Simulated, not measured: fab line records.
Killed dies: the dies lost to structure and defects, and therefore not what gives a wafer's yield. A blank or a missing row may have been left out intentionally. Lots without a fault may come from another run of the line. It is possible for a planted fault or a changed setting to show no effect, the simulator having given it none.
Matching of chambers + flow gf180mcu + 4 sister chambers for GF_POLY_GATE_ETCH_12 on rie diel-04
The step etches BARC in N2/H2. 4 wafers are shown with their chamber, then 9 later ones without.

== WAFERS WITH THEIR CHAMBER ==
| wafer  | chamber | drypump motor current A (A) |
|--------|---------|-----------------------------|
| L953.3 | 1       | 5.3                         |
| L953.5 | 3       | 5.3                         |
| L958.1 | 2       | 6.3                         |
| L958.5 | 0       | 4.7                         |

== WAFERS WITHOUT THEIR CHAMBER ==
| wafer  | drypump motor current A (A) |
|--------|-----------------------------|
| L959.4 | 6.2                         |
| L959.5 | 5.3                         |
| L959.6 | 6.2                         |
| L960.2 | 5.3                         |
| L960.3 | 5.3                         |
| L960.6 | 4.7                         |
| L963.1 | 5.3                         |
| L963.3 | 4.7                         |
| L963.4 | 5.4                         |

== THE CHAMBER EACH PASSED THROUGH ==
| wafer  | from the rows above     | in truth |
|--------|-------------------------|----------|
| L959.4 | 2                       | 2        |
| L959.5 | can't be placed: 1 or 3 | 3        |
| L959.6 | 2                       | 2        |
| L960.2 | can't be placed: 1 or 3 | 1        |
| L960.3 | can't be placed: 1 or 3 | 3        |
| L960.6 | 0                       | 0        |
| L963.1 | can't be placed: 1 or 3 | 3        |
| L963.3 | 0                       | 0        |
| L963.4 | can't be placed: 1 or 3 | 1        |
Placed correctly: 4 of 9. Unplaceable from these rows: 5, with the true chamber sitting among the candidates in 5. Placed wrongly: 0.
How it was worked out, from the rows above alone: a wafer's distance from a chamber is the root of the sum, over the readings, of the square of ((its reading less the chamber's mean) divided by the reading's scatter). If the next closest chamber is less than 2 further off than the closest, the wafer can't be placed; otherwise it belongs to the closest. For every chamber, the mean is computed from those of its wafers that are shown. The scatter: root of mean squared gap, hidden wafer to nearest shown wafer, with one shown wafer a chamber.
